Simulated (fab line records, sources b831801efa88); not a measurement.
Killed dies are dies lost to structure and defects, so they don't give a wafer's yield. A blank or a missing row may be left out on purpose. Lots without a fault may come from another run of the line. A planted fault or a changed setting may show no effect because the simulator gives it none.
Chamber matching | flow sfq_line | SFQ_TRILAYER_I1_VIA_ETCH_VIA_ETCH_052 on rie_diel-04: 4 sister chambers
The step etches SiO2 in CHF3, stops on Nb, target depth 260 nm. 4 wafers are shown with their chamber, then 7 later ones without.

WAFERS WITH THEIR CHAMBER
wafer  | chamber | oes_product_au (a.u.)
L679.4 | 0       | 0.850
L682.6 | 1       | 0.855
L690.1 | 2       | 0.864
L690.2 | 3       | 0.855

WAFERS WITHOUT THEIR CHAMBER
wafer  | oes_product_au (a.u.)
L690.5 | 0.855
L698.1 | 0.857
L698.5 | 0.865
L698.6 | 0.866
L699.2 | 0.857
L699.3 | 0.856
L699.5 | 0.856

WHICH CHAMBER EACH WENT THROUGH
wafer  | from the rows above     | in truth
L690.5 | can't be placed: 1 or 3 | 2
L698.1 | can't be placed: 1 or 3 | 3
L698.5 | 2                       | 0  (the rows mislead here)
L698.6 | 2                       | 2
L699.2 | can't be placed: 1 or 3 | 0
L699.3 | can't be placed: 1 or 3 | 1
L699.5 | can't be placed: 1 or 3 | 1
Placed correctly: 1 of 7. Can't be placed from these rows: 5 (the true chamber is among the candidates in 3). Placed wrongly: 1.
How it was worked out, from the rows above alone: a wafer's distance from a chamber is the root of the sum, over the readings, of the square of ((its reading less the chamber's mean) divided by the reading's scatter). The wafer belongs to the nearest chamber; if the next one is less than 2 further off, it can't be placed. A chamber's mean is the mean of its shown wafers. The scatter: with one shown wafer a chamber, the root of the mean of the squares of how far each hidden wafer lies from its nearest shown one.
